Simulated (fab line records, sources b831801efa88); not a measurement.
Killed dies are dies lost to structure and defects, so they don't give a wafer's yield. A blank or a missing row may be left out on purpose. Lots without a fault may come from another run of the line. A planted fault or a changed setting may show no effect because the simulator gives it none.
A struck lot beside a sound one | flow sky130 | 34 steps out of a route of 708
Sound: wafers L748.4, L748.5, L748.6. Struck: wafers L740.4, L740.5, L740.6. The cause comes at the end.
At each step with rows: each side's tool, then ch and its chambers, then its first start. Under that, the readings that differ: sound wafers | struck wafers | difference of the means | sigmas: that difference in standard deviations of wafers without a fault.
alike: readings whose means differ by less than 2 such deviations, and words and numbers that are the same on both sides. not compared: withheld readings, readings that some wafer has no value for, bounds like >300 that may hide the same value, and numbers for which the record gives no deviation and whose values overlap.
The two part at a step that has a row with sigmas, a row that says differs or no value, or rows on one side only. Numbers that don't overlap but have no deviation are shown without sigmas and don't part them. A reading that every wafer of one side lacks parts them only if that side has two wafers or more.

first, 9 steps without rows for these wafers: SKY_VIA2_DEHYDRATE_04 (time 60 s); SKY_VIA2_HMDS_05 (prime time 60 s); SKY_VIA2_COAT_06 (resist thk 60 nm); SKY_VIA2_COAT_07 (resist thk 450 nm); SKY_VIA2_SOFTBAKE_08 (time 90 s); SKY_VIA2_EXPOSE_09 (exposes mask VIM2, target cd 200 nm); SKY_VIA2_PEB_10; SKY_VIA2_DEVELOP_11 (develop time 60 s); SKY_VIA2_ETCH_14 (etches BARC in N2/H2, stops on SiO2, time 45.9 s, target depth 60 nm).
SKY_VIA2_ETCH_15: etches SiO2 in C4F8/O2/Ar, stops on TiN, target depth 546 nm, time 84 s.
  sound on rie_diel-03 ch 0,2,3, day 43 10:41; struck on rie_diel-01 ch 1,2,3, day 39 17:02
  alike: oes_product_au
  not compared: rf_hours_counter_h
then, 23 steps without rows for these wafers: SKY_VIA2_STRIP_16 (strips in O2/N2); SKY_VIA2_STRIP_17 (strips in post etch residue remover, time 1200 s); SKY_VIA2_CLEAN_18 (cleans in IPA, time 180 s); SKY_VIA2_CLEAN_19 (cleans in O3/DIW); SKY_VIA2_SPUTTER_20 (material TiN, target thk 20 nm, time 80 s); SKY_VIA2_CVD_21 (deposits W, target thk 420 nm, time 126.4 s); SKY_VIA2_CMP_24 (polishes, stops on SiO2, t overpolish 20 s, target thk 0 nm); SKY_METAL3_SPUTTER_00 (material Ti, target thk 15 nm, time 10 s); SKY_METAL3_SPUTTER_01 (material TiN, target thk 20 nm, time 16.7 s); SKY_METAL3_SPUTTER_02 (material AlCu, target thk 735 nm, time 39.1 s); SKY_METAL3_SPUTTER_03 (material Ti, target thk 5 nm, time 3.3 s); SKY_METAL3_SPUTTER_04 (material TiN, target thk 70 nm, time 58.3 s); SKY_CAPM_CVD_00 (deposits SiO2, target thk 15.5 nm); SKY_CAPM_SPUTTER_02 (material TiN, target thk 200 nm, time 166.7 s); SKY_CAPM_DEHYDRATE_05 (time 60 s); SKY_CAPM_HMDS_06 (prime time 60 s); SKY_CAPM_COAT_07 (resist thk 1140 nm); SKY_CAPM_SOFTBAKE_08 (time 60 s); SKY_CAPM_EXPOSE_09 (exposes mask CAPM, target cd 1000 nm); SKY_CAPM_PEB_10; SKY_CAPM_DEVELOP_11 (develop time 60 s); SKY_CAPM_METAL_ETCH_13 (etches TiN in Cl2/BCl3, stops on SiO2, target depth 220 nm, time 62.9 s); SKY_CAPM_STRIP_14 (strips in O2/N2).
-- the record jumps here: 9 days lie between the struck wafers' starts before and after (it left off in module CAPM and takes up again in module PAD_OPEN, whose first step shown is number 708 of the route) --
SKY_PAD_OPEN_PROBE_99:
  sound on prober-01, day 51 03:26; struck on prober-02, day 48 12:05
  reading                               | sound              | struck                                                                     | difference                   | sigmas
  hold                                  | - - -              | await_dispo/1.7h/release await_dispo/1.7h/release await_dispo/1.7h/release | no value on the sound wafers |
  defect_limited_yield (%)              | 81.1 79.7 81.7     | 70.9 75.2 71.1                                                             | -8.4                         | -4
  killed_at_M0_to_M3                    | 48 59 42           | 106 69 85                                                                  | +37                          | +5
  killed_dies                           | 93 100 90          | 143 122 142                                                                | +41                          | +4
  sort_bin_3_pad_short (%)              | 1.0 0.4 1.4        | 4.9 4.3 2.4                                                                | +2.9                         | +7
  sort_bin_5_function (%)               | 13.2 10.8 11.4     | 17.7 13.0 17.9                                                             | +4.4                         | +3
  sort_n_pass                           | 399 392 402        | 349 370 350                                                                | -41                          | -4
  sort_yield_pct (%)                    | 81.1 79.7 81.7     | 70.9 75.2 71.1                                                             | -8.4                         | -4
  model.etest.tester.sort_n_pass        | 399 392 402        | 349 370 350                                                                | -41                          |
  model.etest.tester.sort_yield_pct (%) | 81.1 79.67 81.71   | 70.94 75.2 71.14                                                           | -8.40                        |
  model.etest.tester.sort_bin_3_pct (%) | 1.016 0.4065 1.423 | 4.878 4.268 2.439                                                          | +2.913                       |
  alike: killed_at_M4_up, killed_at_contacts, killed_at_front_end, killed_at_other, killed_open, killed_short, sort_bin_6_memory
  not compared: model.etest.tester.sort_bin_5_pct

WHERE THEY PART
Only at SKY_PAD_OPEN_PROBE_99, within this record.

WHY: what the simulator had put in
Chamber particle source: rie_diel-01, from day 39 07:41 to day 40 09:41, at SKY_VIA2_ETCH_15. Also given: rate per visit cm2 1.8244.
